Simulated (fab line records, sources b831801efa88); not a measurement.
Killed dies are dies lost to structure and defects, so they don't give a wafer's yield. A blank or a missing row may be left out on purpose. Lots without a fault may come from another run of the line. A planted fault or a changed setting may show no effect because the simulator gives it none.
One fault seen from 2 desks | flow gf180mcu | each desk has only its own numbers; what lay behind them comes last

THE METROLOGY DESK
What the gauges read, lot by lot, whatever tool the lot ran on: means of the sampled wafers that have a number. A lot is out of limits, marked OUT, if its mean lies more than 4 standard deviations from the usual mean; the brackets give that distance.
Columns: A = cd_nm at GF_M4_CD_MEAS_14, usual 279.8 nm; B = V4_CVD_00_THK at GF_V4_THK_MEAS_01, usual 576 nm
lot  | first seen here | A     | B
L562 | day 23 10:01    | 280.1 | 574
L563 | day 23 13:55    | 280.2 | 575
L564 | day 24 03:30    | 280.4 | 586
L567 | day 25 08:43    | 280.6 | 569
L569 | day 26 00:05    | 281.9 | 578
L570 | day 26 04:51    | 280.3 | 571
L571 | day 26 08:33    | 280.0 | 560
L577 | day 28 10:56    | 281.5 | 566
L578 | day 28 14:10    | 278.2 | 577
L580 | day 29 08:04    | 280.4 | 587
L582 | day 29 14:45    | 278.7 | 583
L583 | day 30 00:59    | 280.3 | 586
L585 | day 30 10:24    | 278.7 | 580
This desk's finding: nothing out of limits on any of the 13 lots.

THE TOOL OWNER'S DESK: litho_track-04
The tool's own readings at GF_VT_IMPLANT_COAT_02 (resist thk 1000 nm): means of the sampled wafers that have a number, for each lot that ran on this tool. A lot is out of limits, marked OUT, if its mean lies more than 4 standard deviations from the usual mean; the brackets give that distance.
Columns: A = spin_speed_rpm at GF_VT_IMPLANT_COAT_02, usual 3000.4 rpm
lot  | first seen here | A
L562 | day 5 10:44     | 3001.2
L563 | day 5 13:41     | 2999.0
L564 | day 5 19:13     | 2998.9
L567 | day 6 16:14     | 3000.0
L569 | day 7 04:19     | 3000.8
L570 | day 7 10:13     | 2999.9
L571 | day 7 13:13     | 3001.0
L577 | day 9 02:34     | 2938.7 (-39) OUT
L578 | day 9 07:47     | 2935.8 (-40) OUT
L580 | day 9 22:02     | 2937.6 (-39) OUT
This desk's finding: out of limits on L577, L578, L580; first on L577, day 9 02:34 (spin_speed_rpm at GF_VT_IMPLANT_COAT_02). In limits: L562, L563, L564, L567, L569, L570, L571.

PUT TOGETHER
The tool owner's desk could have raised an alarm at day 9 02:34, on L577, L578, L580.
The metrology desk saw nothing out of limits.
The metrology desk has L577, L578, L580 on record, within its limits.
Of the lots named, all ran GF_VT_IMPLANT_COAT_02 on litho_track-04.

WHAT THE SIMULATOR HAD PUT IN
Process parameter drift: litho_track-04, from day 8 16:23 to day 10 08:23, at GF_VT_IMPLANT_COAT_02. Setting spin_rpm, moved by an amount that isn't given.
Lots struck among those shown: L577, L578, L580.
Hours from the fault's start to each desk's first reading out of limits: the tool owner's desk, 10.
